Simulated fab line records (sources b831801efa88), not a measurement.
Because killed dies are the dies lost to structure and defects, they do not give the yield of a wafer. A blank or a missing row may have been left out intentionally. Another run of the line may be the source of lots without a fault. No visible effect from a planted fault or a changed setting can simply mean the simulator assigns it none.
Matching of chambers / flow sky130 / cmp-02 running SKY_FIELD_ISO_CMP_27: 4 sister chambers
The step polishes, stops on Si3N4, t overpolish 16 s, target thk 457.8 nm. 4 wafers are shown with their chamber, then 7 later ones without.

WAFERS WITH THEIR CHAMBER
wafer=L342.5; chamber=2; timeToEndpointS (s)=113
wafer=L342.6; chamber=3; timeToEndpointS (s)=113
wafer=L344.2; chamber=0; timeToEndpointS (s)=119
wafer=L345.5; chamber=1; timeToEndpointS (s)=115

WAFERS MISSING THEIR CHAMBER
wafer=L345.6; timeToEndpointS (s)=111
wafer=L346.2; timeToEndpointS (s)=110
wafer=L346.3; timeToEndpointS (s)=107
wafer=L346.6; timeToEndpointS (s)=106
wafer=L350.1; timeToEndpointS (s)=113
wafer=L350.2; timeToEndpointS (s)=112
wafer=L350.6; timeToEndpointS (s)=116

CHAMBER TAKEN BY EACH
wafer=L345.6; from the rows above=can't be placed: 2 or 3 or 1 or 0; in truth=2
wafer=L346.2; from the rows above=can't be placed: 2 or 3 or 1 or 0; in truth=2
wafer=L346.3; from the rows above=can't be placed: 2 or 3 or 1 or 0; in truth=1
wafer=L346.6; from the rows above=can't be placed: 2 or 3 or 1 or 0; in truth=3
wafer=L350.1; from the rows above=can't be placed: 2 or 3 or 1 or 0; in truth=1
wafer=L350.2; from the rows above=can't be placed: 2 or 3 or 1 or 0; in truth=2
wafer=L350.6; from the rows above=can't be placed: 1 or 0 or 2 or 3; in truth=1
0 of 7 placed correctly. Cannot be placed on the basis of these rows: 7; the candidates contain the true chamber in 7. Wrongly placed: 0.
How it was worked out, from the rows above alone: a wafer's distance from a chamber is the root of the sum, over the readings, of the square of ((its reading less the chamber's mean) divided by the reading's scatter). The wafer belongs to the nearest chamber; if the next one is less than 2 further off, it can't be placed. The mean given for a chamber averages the wafers shown for that chamber. The scatter: root of mean squared gap, hidden wafer to nearest shown wafer, with one shown wafer a chamber.
